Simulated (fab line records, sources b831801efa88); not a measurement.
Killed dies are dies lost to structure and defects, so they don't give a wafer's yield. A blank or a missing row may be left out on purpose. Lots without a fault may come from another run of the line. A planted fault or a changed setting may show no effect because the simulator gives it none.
fab line records | flow sfq_line
record lots=7 wafers=18 last_day=94
route steps=325 shown M0@32 I0@43 M1@58 I1@73 M8@325
lots that met no fault: from a run of the same line without faults
start_h: hours from the record's first day to the start of the lot's first wafer shown | wait_h: hours since the lot's step before | " the same as in the row above | L1.1+2: a row that stands for several wafers | - no value, or no start given | * or withheld: withheld | < > ~ a bound
route shown NAME@n: a module of which the file shows steps, and the number in the route of the first | usual: mean/standard deviation of fault-free wafers | same: alike in all rows | chamber/n: place in a boat | sites: the reading at each site | _std_site: their standard deviation | _edge_site: outer sites' mean less inner sites' | radius_mm: how far each site lies from the wafer's centre | mask NAME#n: copy n | behind: the tool/chamber that last shaped the wafer | hold: why the lot was held/for how many hours/how that ended | device: the transistor (n, p or np) that didn't switch | end of line: the same wafers' tests at the end of the route | a step without rows: its recipe alone | killed: dies lost to structure and defects at the first sort, not the wafer's yield | map: a wafer's dies, x killed, . not, _ none there
set.NAME: the setting as run; set.NAME@STEP: as run at that earlier step | model.NAME: the simulator's own value behind a step, which no gauge read
lots at some steps of the route; a table a step, a row a wafer
services: from which hour (start_h, from the record's first day; less than 0 if before it) a tool's chamber was out of use, for how many hours, and why
## steps
# step SFQ_TRILAYER_M0_LITHO_COAT_026
# recipe resist=BARC spin_rpm=3000 resist_thk_nm=62
# step SFQ_TRILAYER_M0_LITHO_COAT_021
# recipe resist=KrF spin_rpm=3000 resist_thk_nm=600
# step SFQ_TRILAYER_M0_LITHO_SOFTBAKE_025
# recipe temp_c=withheld time_s=withheld resist=KrF
# step SFQ_TRILAYER_M0_LITHO_EXPOSE_022
# recipe mask_id=M0 na=0.6 source_shape=conventional sigma_outer=0.65 target_cd_nm=500 dose_mj=14.4
# step SFQ_TRILAYER_M0_LITHO_PEB_024
# recipe peb_temp_c=115 peb_time_s=60 resist=KrF
# step SFQ_TRILAYER_M0_LITHO_DEVELOP_023
# recipe time_s=60 resist=KrF
# step SFQ_M0_OVL_MEAS_906
# usual M0_OVL=2/5.7
# columns lot.wafer tool chamber start_h wait_h M0_OVL[nm]
L615.2 overlay-01 - 264.26 0.1 -4
L615.3 " - " " 0
L615.5 " - " " 4
L618.2 overlay-02 - 295.46 0.1 5
L618.4 " - " " -4
L618.5 " - " " -5
L625.1 overlay-01 - 375.86 0.1 2
L625.6 " - " " 0
L626.3 overlay-02 - 387.89 0.1 11
L626.6 " - " " 4
L627.2 overlay-01 - 392.60 0.1 9
L627.6 " - " " 2
L634.1 overlay-02 - 456.32 0.1 0
L634.2 " - " " -3
L634.4 " - " " -4
L635.1 overlay-01 - 465.38 0.1 -1
L635.5 " - " " -4
L635.6 " - " " 3
# step SFQ_TRILAYER_M0_BARC_OPEN_METAL_ETCH_031
# recipe mask_material=PR chemistry=O2 target_depth_nm=125 target=BARC icp_w=600 bias_w=80 pressure_mtorr=10 time_s=41.7
# usual bias_w=79.97/0.27 chamber_pressure_mTorr=10.001/0.0088 drypump_motor_current_A=5.6/0.42 oes_product_au=0.684/0.0048
# columns lot.wafer tool chamber start_h wait_h bias_w chamber_pressure_mTorr drypump_motor_current_A oes_product_au rf_hours_counter_h
L615.2 rie_metal-03 0 264.29 0.0 80.61 9.997 5.5 0.691 18
L615.3 " 0 " " 80.53 10.008 5.5 0.688 -
L615.5 " 0 " " 80.15 10.002 5.5 0.682 -
L618.2 rie_metal-02 0 295.49 0.0 80.05 9.999 5.3 0.678 28
L618.4 " 1 " " 80.30 9.993 6.4 0.682 -
L618.5 " 1 " " 80.06 9.995 6.4 0.690 -
L625.1 rie_metal-03 1 375.90 0.0 79.64 9.997 5.8 0.669 7
L625.6 " 1 " " 79.95 10.006 5.8 0.683 -
L626.3 rie_metal-02 0 387.96 0.1 79.97 9.993 5.3 0.683 -
L626.6 " 0 " " 80.16 9.991 5.3 0.683 -
L627.2 rie_metal-03 1 392.63 0.0 79.85 9.998 5.7 0.676 10
L627.6 " 1 " " 79.87 10.009 5.7 0.684 -
L634.1 rie_metal-03 1 456.35 0.0 79.91 9.996 5.8 0.680 16
L634.2 " 0 " " 79.81 10.009 5.5 0.688 49
L634.4 " 0 " " 80.15 10.009 5.5 0.681 -
L635.1 rie_metal-02 1 465.42 0.0 80.09 9.982 6.4 0.685 9
L635.5 " 1 " " 80.22 9.995 6.4 0.673 -
L635.6 " 0 " " 79.79 9.989 5.3 0.684 -
# step SFQ_TRILAYER_M0_ETCH_METAL_ETCH_024
# recipe target=Nb stop_on=SiO2 mask_material=PR chemistry=Cl2/Ar target_depth_nm=240 icp_w=600 bias_w=80 pressure_mtorr=10 time_s=120
# usual bias_w=80.02/0.22 chamber_pressure_mTorr=10.001/0.0081 drypump_motor_current_A=5.6/0.42 oes_product_au=0.894/0.0077
# columns lot.wafer tool chamber start_h wait_h bias_w chamber_pressure_mTorr drypump_motor_current_A oes_product_au rf_hours_counter_h
L615.2 rie_metal-03 0 264.35 0.0 80.22 10.003 5.5 0.890 18
L615.3 " 0 " " 79.94 10.013 5.5 0.894 -
L615.5 " 0 " " 80.04 10.011 5.5 0.897 -
L618.2 rie_metal-02 0 295.55 0.0 79.82 9.992 5.3 0.910 28
L618.4 " 1 " " 80.25 9.981 6.5 0.888 -
L618.5 " 1 " " 80.12 10.009 6.5 0.899 -
L625.1 rie_metal-03 1 375.96 0.0 80.23 9.998 5.8 0.893 7
L625.6 " 1 " " 79.90 9.995 5.8 0.901 -
L626.3 rie_metal-02 0 388.12 0.1 80.44 10.009 5.3 0.881 -
L626.6 " 0 " " 80.41 10.017 5.3 0.884 -
L627.2 rie_metal-03 1 392.69 0.0 79.70 9.983 5.8 0.908 10
L627.6 " 1 " " 79.61 9.995 5.8 0.893 -
L634.1 rie_metal-03 1 456.41 0.0 80.30 10.005 5.8 0.892 16
L634.2 " 0 " " 80.18 10.001 5.5 0.885 49
L634.4 " 0 " " 79.99 10.001 5.5 0.890 -
L635.1 rie_metal-02 1 465.48 0.0 80.34 9.990 6.4 0.882 9
L635.5 " 1 " " 79.95 10.006 6.4 0.898 -
L635.6 " 0 " " 79.74 10.007 5.3 0.900 -
# step SFQ_TRILAYER_M0_STRIP_STRIP_025
# recipe gas=O2 power_w=200 platen_temp_c=40 overash_fraction=0.65 chemistry=O2 pressure_mtorr=50
# step SFQ_TRILAYER_M0_STRIP_SOLV_CLEAN_026
# recipe chemistry=NMP temp_c=70 time_s=600
# step SFQ_TRILAYER_I0_DEP_PECVD_027
# recipe material=SiO2 temp_c=150 time_s=111.11 pressure_torr=2.4 rf_w=183.3 precursor=SiH4/N2O target_thk_nm=500
# step SFQ_TRILAYER_I0_CMP_CMP_028
# recipe material=SiO2 down_force_psi=3 platen_rpm=60 pad_velocity_m_s=0.94248
# usual motor_current_A=10.2/0.84 time_to_endpoint_s=217/7.9
# columns lot.wafer tool chamber start_h wait_h motor_current_A time_to_endpoint_s model.SiO2_of_TRILAYER_I0_DEP_PECVD_027.thk_nm
L615.3 cmp-01 2 265.83 0.5 9.8 215 199.2
L615.2 " 0 266.83 1.5 10.9 216 200.8
L615.5 " 2 267.83 2.5 9.6 224 199.8
L618.4 cmp-01 2 296.55 0.0 10.0 230 201.7
L618.2 " 0 297.55 1.0 10.4 218 201.1
L618.5 " 3 299.05 2.5 10.0 229 204
L625.1 cmp-01 0 382.32 5.4 11.2 266 298.4
L625.6 " 0 384.32 7.4 10.1 280 304.2
L626.3 cmp-01 1 390.74 1.0 10.3 204 200.6
L626.6 " 3 391.74 2.0 11.0 275 304.6
L627.2 cmp-01 2 394.67 1.0 9.4 216 199.7
L627.6 " 1 396.17 2.5 10.0 287 306.3
L634.2 cmp-02 0 458.99 1.6 8.3 217 198.5
L634.4 " 2 459.99 2.6 11.4 197 198.3
L634.1 " 3 " " 11.1 214 198.4
L635.1 cmp-01 3 467.96 1.5 10.3 226 201.4
L635.5 " 0 " " 11.1 230 199.1
L635.6 " 1 " " 10.1 224 200
# step SFQ_I0_BOW_MEAS_907
# recipe mode=bow
# usual I0_BOW=0/6.7
# columns lot.wafer tool chamber start_h wait_h I0_BOW[um]
L615.2 film_metro-01 - 268.35 1.0 -8
L615.3 " - " " 10
L615.5 " - " " -9
L618.2 film_metro-02 - 299.57 1.5 -1
L618.4 " - " " -2
L618.5 " - " " 1
L625.1 film_metro-04 - 384.82 2.0 -2
L625.6 " - " " 3
L626.3 film_metro-01 - 392.78 1.5 -3
L626.6 " - " " -7
L627.2 film_metro-02 - 396.69 1.5 -3
L627.6 " - " " -4
L634.1 film_metro-04 - 461.99 1.0 4
L634.2 " - " " 2
L634.4 " - " " -2
L635.1 film_metro-02 - 469.46 1.0 -1
L635.5 " - " " 1
L635.6 " - " " -1
# step SFQ_TRILAYER_I0_METRO_MEASURE_029
# usual thk_nm=200.1/1.3
# columns lot.wafer tool chamber start_h wait_h thk_nm
L615.2 film_metro-01 - 268.65 0.3 200.9
L615.3 " - " " 199.3
L615.5 " - " " 199.8
L618.2 film_metro-02 - 299.87 0.3 201.0
L618.4 " - " " 201.8
L618.5 " - " " 204.0
L625.1 film_metro-04 - 384.94 0.1 298.5
L625.6 " - 385.94 1.0 304.6
L626.3 film_metro-01 - 393.26 0.5 200.7
L626.6 " - " " 304.4
L627.2 film_metro-02 - 396.99 0.3 199.7
L627.6 " - " " 306.5
L634.1 film_metro-04 - 462.11 0.1 198.3
L634.2 " - " " 198.5
L634.4 " - " " 198.3
L635.1 film_metro-02 - 469.58 0.1 201.4
L635.5 " - " " 199.0
L635.6 " - " " 200.1
# step SFQ_TRILAYER_I0_VIA_LITHO_COAT_036
# recipe resist=BARC spin_rpm=3000 resist_thk_nm=62
# step SFQ_TRILAYER_I0_VIA_LITHO_COAT_031
# recipe resist=KrF spin_rpm=3000 resist_thk_nm=650
# step SFQ_TRILAYER_I0_VIA_LITHO_SOFTBAKE_035
# recipe temp_c=withheld time_s=withheld resist=KrF
# step SFQ_TRILAYER_I0_VIA_LITHO_EXPOSE_032
# recipe mask_id=I0 na=0.6 source_shape=conventional sigma_outer=0.65 target_cd_nm=500 dose_mj=21.3
# step SFQ_TRILAYER_I0_VIA_LITHO_PEB_034
# recipe peb_temp_c=115 peb_time_s=60 resist=KrF
# step SFQ_TRILAYER_I0_VIA_LITHO_DEVELOP_033
# recipe time_s=60 resist=KrF
# step SFQ_I0_OVL_MEAS_908
# usual I0_OVL=0/5
# columns lot.wafer tool chamber start_h wait_h I0_OVL[nm]
L615.2 overlay-01 - 398.60 0.1 -4
L615.3 " - " " -4
L615.5 " - " " -3
L618.2 overlay-02 - 438.32 0.1 1
L618.4 " - " " 4
L618.5 " - " " 3
L625.1 overlay-01 - 538.49 0.1 -2
L625.6 " - " " -7
L626.3 overlay-02 - 551.71 0.1 3
L626.6 " - " " 1
L627.2 overlay-02 - 560.02 0.1 -2
L627.6 " - " " -1
L634.1 overlay-02 - 620.71 0.1 6
L634.2 " - " " 5
L634.4 " - " " 6
L635.1 overlay-02 - 626.71 0.1 -18
L635.5 " - " " -4
L635.6 " - " " -12
# step SFQ_TRILAYER_I0_VIA_BARC_OPEN_VIA_ETCH_046
# recipe mask_material=PR chemistry=O2 target_depth_nm=125 target=BARC source_w=500 bias_w=80 pressure_mtorr=30 time_s=41.7
# step SFQ_TRILAYER_I0_VIA_ETCH_VIA_ETCH_034
# recipe target=SiO2 stop_on=Nb mask_material=PR taper_deg=20 chemistry=CHF3 target_depth_nm=260 source_w=500 bias_w=80 pressure_mtorr=30 time_s=withheld
# usual bias_w=79.99/0.24 chamber_pressure_mTorr=29.998/0.026 drypump_motor_current_A=5.5/0.37 oes_product_au=0.855/0.0055
# columns lot.wafer tool chamber start_h wait_h bias_w chamber_pressure_mTorr drypump_motor_current_A oes_product_au model.I0.feature_depth_nm model.etch.depth_nm
L615.2 rie_diel-01 3 398.67 0.0 80.14 29.975 5.6 0.852 200.8 200.8
L615.3 " 1 " " 80.40 30.014 5.4 0.854 199.2 199.2
L615.5 " 0 " " 80.16 29.973 5.6 0.842 199.8 199.8
L618.2 rie_diel-04 3 438.39 0.0 80.04 30.021 5.5 0.859 201.1 201.1
L618.4 " 1 " " 79.56 29.993 5.8 0.857 201.7 201.7
L618.5 " 3 " " 80.02 29.972 5.5 0.870 204 204
L625.1 rie_diel-01 0 538.57 0.0 79.92 29.954 5.6 1.013 260.8 260.8
L625.6 " 1 " " 80.30 30.038 5.3 0.982 255.7 255.7
L626.3 rie_diel-03 2 551.77 0.0 79.96 30.029 5.7 0.856 200.6 200.6
L626.6 " 0 " " 79.53 30.016 5.6 1.003 260.4 260.4
L627.2 rie_diel-01 2 560.09 0.0 80.19 30.004 6.3 0.854 199.7 199.7
L627.6 " 1 " " 80.25 29.977 5.3 0.992 255 255
L634.1 rie_diel-04 0 620.79 0.0 80.05 30.019 5.0 0.855 198.4 198.4
L634.2 " 1 " " 80.26 30.013 5.9 0.849 198.5 198.5
L634.4 " 2 " " 80.16 29.946 4.9 0.844 198.3 198.3
L635.1 rie_diel-03 3 626.79 0.0 80.00 30.001 5.3 0.863 201.4 201.4
L635.5 " 1 " " 80.00 29.997 5.6 0.854 199.1 199.1
L635.6 " 0 " " 79.51 30.005 5.6 0.851 200 200
# step SFQ_TRILAYER_I0_VIA_STRIP_STRIP_035
# recipe gas=O2 power_w=200 platen_temp_c=40 overash_fraction=0.65 chemistry=O2 pressure_mtorr=50
# usual chamber_pressure_mTorr=50.00/0.048 drypump_motor_current_A=5.42/0.18 oes_product_au=1.006/0.0099
# columns lot.wafer tool chamber start_h wait_h chamber_pressure_mTorr drypump_motor_current_A oes_product_au rf_hours_counter_h
L615.2 rie_metal-01 1 398.78 - 50.06 5.38 1.019 128
L615.3 " 1 " " 50.00 5.37 1.016 -
L615.5 " 1 " " 49.99 5.37 1.025 -
L618.2 rie_metal-03 0 438.51 - 50.02 5.51 0.995 45
L618.4 " 0 " " 49.97 5.50 0.992 -
L618.5 " 0 " " 49.94 5.52 0.989 -
L625.1 rie_metal-01 0 538.68 - 49.99 5.39 0.996 73
L625.6 " 1 " " 49.95 5.37 1.024 -
L626.3 rie_metal-01 0 552.42 - 50.01 5.40 1.004 -
L626.6 " 0 " " 50.03 5.39 0.995 -
L627.2 rie_metal-01 0 560.41 - 49.98 5.36 0.999 -
L627.6 " 0 " " 50.00 5.34 1.002 -
L634.1 rie_metal-03 1 620.90 - 50.01 5.80 1.014 37
L634.2 " 1 " " 50.08 5.78 1.014 -
L634.4 " 1 " " 49.99 5.76 1.006 -
L635.1 rie_metal-01 1 626.90 - 49.93 5.38 1.006 5
L635.5 " 1 " " 49.98 5.36 1.008 -
L635.6 " 0 " " 50.05 5.39 1.003 -
# step SFQ_TRILAYER_I0_VIA_STRIP_SOLV_CLEAN_036
# recipe chemistry=NMP temp_c=70 time_s=600
# step SFQ_TRILAYER_M1_DEP_PRE_CLEAN_038
# recipe gas=Ar time_s=22.5 bias_v=250
# columns lot.wafer tool chamber start_h wait_h model.SiO2_of_TRILAYER_I0_DEP_PECVD_027.thk_nm
L615.2 pvd_sputter-05 - 399.57 0.0 193.3
L615.3 " - " " 191.7
L615.5 " - " " 192.3
L618.2 pvd_sputter-05 - 439.28 0.0 193.6
L618.4 " - " " 194.2
L618.5 " - " " 196.5
L625.1 pvd_sputter-05 - 539.47 0.0 290.9
L625.6 " - " " 296.7
L626.3 pvd_sputter-03 - 553.67 0.0 193.1
L626.6 " - " " 297.1
L627.2 pvd_sputter-04 - 561.58 0.0 192.2
L627.6 " - " " 298.8
L634.1 pvd_sputter-03 - 622.27 0.0 190.9
L634.2 " - " " 191
L634.4 " - " " 190.8
L635.1 pvd_sputter-05 - 627.67 0.0 193.9
L635.5 " - " " 191.6
L635.6 " - " " 192.5
# step SFQ_TRILAYER_M1_DEP_SPUTTER_037
# recipe material=Nb base_pressure_pa=1.33e-06 chamber_pressure_pa=0.1333 substrate_temp_c=20 resputter_cathode_voltage_v=400 target_thk_nm=200 power_w=2000 time_s=133.3
# usual throttle_valve_pct=30.3/1
# columns lot.wafer tool chamber start_h wait_h throttle_valve_pct
L615.2 pvd_sputter-05 - 399.60 0.0 31.4
L615.3 " - " " 30.7
L615.5 " - " " 31.9
L618.2 pvd_sputter-05 - 439.31 0.0 31.4
L618.4 " - " " 30.7
L618.5 " - " " 31.6
L625.1 pvd_sputter-05 - 539.50 0.0 27.8
L625.6 " - " " 27.8
L626.3 pvd_sputter-03 - 553.70 0.0 31.2
L626.6 " - " " 31.0
L627.2 pvd_sputter-04 - 561.61 0.0 29.0
L627.6 " - " " 29.8
L634.1 pvd_sputter-03 - 622.30 0.0 29.9
L634.2 " - " " 29.9
L634.4 " - " " 30.9
L635.1 pvd_sputter-05 - 627.70 0.0 31.4
L635.5 " - " " 28.0
L635.6 " - " " 31.5
# step SFQ_M1_RS_MEAS_909
# recipe thk_meas_gauge=four-point-probe reads=Nb_of_TRILAYER_M1_DEP_SPUTTER_037
# usual M1_NB_RS=0.893/0.01
# columns lot.wafer tool chamber start_h wait_h M1_NB_RS[ohm/sq]
L615.2 film_metro-04 - 399.71 0.1 0.912
L615.3 " - " " 0.913
L615.5 " - " " 0.910
L618.2 film_metro-03 - 439.42 0.1 0.898
L618.4 " - " " 0.903
L618.5 " - " " 0.903
L625.1 film_metro-02 - 539.59 0.0 0.882
L625.6 " - " " 0.876
L626.3 film_metro-02 - 553.83 0.1 0.898
L626.6 " - " " 0.897
L627.2 film_metro-04 - 561.72 0.1 0.905
L627.6 " - " " 0.890
L634.1 film_metro-04 - 622.39 0.0 0.886
L634.2 " - " " 0.894
L634.4 " - " " 0.881
L635.1 film_metro-04 - 627.79 0.0 0.885
L635.5 " - " " 0.888
L635.6 " - " " 0.890
# step SFQ_TRILAYER_M1_LITHO_COAT_044
# recipe resist=BARC spin_rpm=3000 resist_thk_nm=62
# step SFQ_TRILAYER_M1_LITHO_COAT_039
# recipe resist=KrF spin_rpm=3000 resist_thk_nm=600
# step SFQ_TRILAYER_M1_LITHO_SOFTBAKE_043
# recipe temp_c=withheld time_s=withheld resist=KrF
# step SFQ_TRILAYER_M1_LITHO_EXPOSE_040
# recipe mask_id=M1 na=0.6 source_shape=conventional sigma_outer=0.65 target_cd_nm=500 dose_mj=14.4
# step SFQ_TRILAYER_M1_LITHO_PEB_042
# recipe peb_temp_c=115 peb_time_s=60 resist=KrF
# step SFQ_TRILAYER_M1_LITHO_DEVELOP_041
# recipe time_s=60 resist=KrF
# step SFQ_M1_OVL_MEAS_911
# usual M1_OVL=2/6.7
# columns lot.wafer tool chamber start_h wait_h M1_OVL[nm]
L615.2 overlay-02 - 561.22 0.1 3
L615.3 " - " " 4
L615.5 " - " " 7
L618.2 overlay-02 - 597.92 0.1 3
L618.4 " - " " 1
L618.5 " - " " 4
L625.1 overlay-01 - 697.63 0.1 3
L625.6 " - " " 2
L626.3 overlay-01 - 712.60 0.1 -3
L626.6 " - " " 3
L627.2 overlay-02 - 718.59 0.1 -1
L627.6 " - " " -8
L634.1 overlay-02 - 781.45 0.1 -4
L634.2 " - " " -2
L634.4 " - " " -3
L635.1 overlay-02 - 783.85 0.1 2
L635.5 " - " " 2
L635.6 " - " " -3
# step SFQ_TRILAYER_M1_BARC_OPEN_METAL_ETCH_054
# recipe mask_material=PR chemistry=O2 target_depth_nm=125 target=BARC icp_w=600 bias_w=80 pressure_mtorr=10 time_s=41.7
# usual bias_w=80.01/0.24 chamber_pressure_mTorr=10.000/0.0092 drypump_motor_current_A=5.6/0.36 oes_product_au=0.685/0.0042
# columns lot.wafer tool chamber start_h wait_h bias_w chamber_pressure_mTorr drypump_motor_current_A oes_product_au rf_hours_counter_h
L615.2 rie_metal-03 1 561.25 0.0 80.27 9.997 5.8 0.683 29
L615.3 " 1 " " 80.45 10.001 5.8 0.687 -
L615.5 " 1 " " 80.26 10.008 5.8 0.685 -
L618.2 rie_metal-01 1 597.95 0.0 80.38 9.987 5.4 0.683 3
L618.4 " 0 " " 80.04 10.007 5.4 0.686 -
L618.5 " 1 " " 80.36 9.982 5.4 0.687 -
L625.1 rie_metal-01 1 697.67 0.0 80.05 9.998 5.4 0.686 18
L625.6 " 1 " " 79.77 9.993 5.4 0.690 -
L626.3 rie_metal-01 0 712.64 0.0 80.21 9.999 5.4 0.679 -
L626.6 " 0 " " 79.68 9.993 5.4 0.692 -
L627.2 rie_metal-03 0 718.62 0.0 79.75 10.002 5.5 0.682 73
L627.6 " 0 " " 79.79 9.992 5.5 0.685 -
L634.1 rie_metal-03 0 781.49 0.0 79.75 9.983 5.5 0.685 79
L634.2 " 1 " " 79.96 9.991 5.8 0.679 50
L634.4 " 1 " " 80.16 9.999 5.8 0.683 -
L635.1 rie_metal-01 1 783.89 0.0 79.64 9.988 5.4 0.685 29
L635.5 " 0 " " 79.87 10.014 5.4 0.681 -
L635.6 " 1 " " 80.13 9.988 5.4 0.690 -
# step SFQ_TRILAYER_M1_ETCH_METAL_ETCH_042
# recipe target=Nb stop_on=SiO2 mask_material=PR chemistry=Cl2/Ar target_depth_nm=240 icp_w=600 bias_w=80 pressure_mtorr=10 time_s=120
# step SFQ_TRILAYER_M1_STRIP_STRIP_043
# recipe gas=O2 power_w=200 platen_temp_c=40 overash_fraction=0.65 chemistry=O2 pressure_mtorr=50
# step SFQ_TRILAYER_M1_STRIP_SOLV_CLEAN_044
# recipe chemistry=NMP temp_c=70 time_s=600
# step SFQ_TRILAYER_I1_DEP_PECVD_045
# recipe material=SiO2 temp_c=150 time_s=111.11 pressure_torr=2.4 rf_w=183.3 precursor=SiH4/N2O target_thk_nm=500
# step SFQ_M8_BOW_MEAS_951
# recipe mode=bow
# usual M8_BOW=8/9.7
# columns lot.wafer tool chamber start_h wait_h M8_BOW[um] model.etest.i0.link_ohm
L615.2 film_metro-04 - 1881.85 0.0 -10 1.993
L615.3 " - " " 10 2.002
L615.5 " - " " -8 1.993
L618.2 film_metro-04 - 1897.59 0.0 4 1.97
L618.4 " - " " 3 1.986
L618.5 " - " " 6 1.983
L625.1 film_metro-02 - 2149.39 0.0 13 1e+06
L625.6 " - " " 16 1e+06
L626.3 film_metro-02 - 2151.45 0.0 2 -
L626.6 " - " " -2 -
L627.2 film_metro-04 - 2167.46 0.0 -3 -
L627.6 " - " " -4 -
L634.1 film_metro-01 - 2257.64 0.0 18 1.961
L634.2 " - " " 15 1.984
L634.4 " - " " 11 1.963
L635.1 film_metro-01 - 2258.84 0.0 10 1.963
L635.5 " - " " 11 1.956
L635.6 " - " " 11 1.962
## services
# columns tool chamber start_h hours kind
rie_metal-02 - 245.08 0.7 repair
rie_metal-01 - 323.76 1.2 repair
cmp-01 - 345.88 11.9 pm
rie_metal-01 - 422.46 0.2 repair
rie_metal-03 1 443.79 8.5 repair
rie_metal-02 - 456.79 0.6 repair
cmp-01 - 457.67 0.4 repair
rie_metal-03 - 498.99 4.9 repair
cmp-01 - 522.05 5.8 pm
cmp-01 - 574.89 4.0 pm
rie_metal-03 - 578.56 1.0 repair
cmp-01 - 597.71 1.2 repair
rie_metal-03 0 599.35 48.2 repair
pvd_sputter-05 - 603.18 3.4 repair
rie_metal-03 1 627.63 16.1 repair
rie_metal-02 - 633.73 0.5 repair
rie_metal-03 - 646.13 28.1 pm
cmp-01 - 658.58 7.3 pm
pvd_sputter-05 - 663.15 3.0 repair
rie_metal-03 - 674.23 2.8 pm
rie_metal-03 1 685.24 2.5 repair
rie_metal-02 - 746.79 0.6 repair
rie_metal-03 - 751.85 15.6 pm
rie_metal-02 0 775.72 5.6 repair
## key
first_sign step=SFQ_TRILAYER_I0_CMP_CMP_028 reading=time_to_endpoint_s direction=up sigmas=7.6 usual=* struck=*
effect step=SFQ_TRILAYER_I0_METRO_MEASURE_029 reading=thk_nm direction=up sigmas=82 usual=200.1 struck=303.5
effect step=SFQ_TRILAYER_I0_VIA_ETCH_VIA_ETCH_034 reading=oes_product_au direction=up sigmas=26 usual=0.855 struck=0.997
model_effect step=SFQ_TRILAYER_I0_CMP_CMP_028 value=SiO2_of_TRILAYER_I0_DEP_PECVD_027.thk_nm without=199.3 struck=303.4
model_effect step=SFQ_TRILAYER_I0_VIA_ETCH_VIA_ETCH_034 value=I0.feature_depth_nm without=199.3 struck=258
model_effect step=SFQ_TRILAYER_M1_DEP_PRE_CLEAN_038 value=SiO2_of_TRILAYER_I0_DEP_PECVD_027.thk_nm without=191.8 struck=295.9
model_effect step=SFQ_M8_BOW_MEAS_951 value=etest.i0.link_ohm without=1.953 struck=1e+06
met_at SFQ_TRILAYER_I0_CMP_CMP_028
struck_wafers L625.1,L625.6,L626.6,L627.6
onset_between 296.55 382.32
fault kind=process_parameter_drift tool=cmp-01 chamber=- onset_h=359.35 steps=SFQ_TRILAYER_I0_CMP_CMP_028 channel=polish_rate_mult offset=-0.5 shape=step end_h=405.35 scope=struck_wafers_only
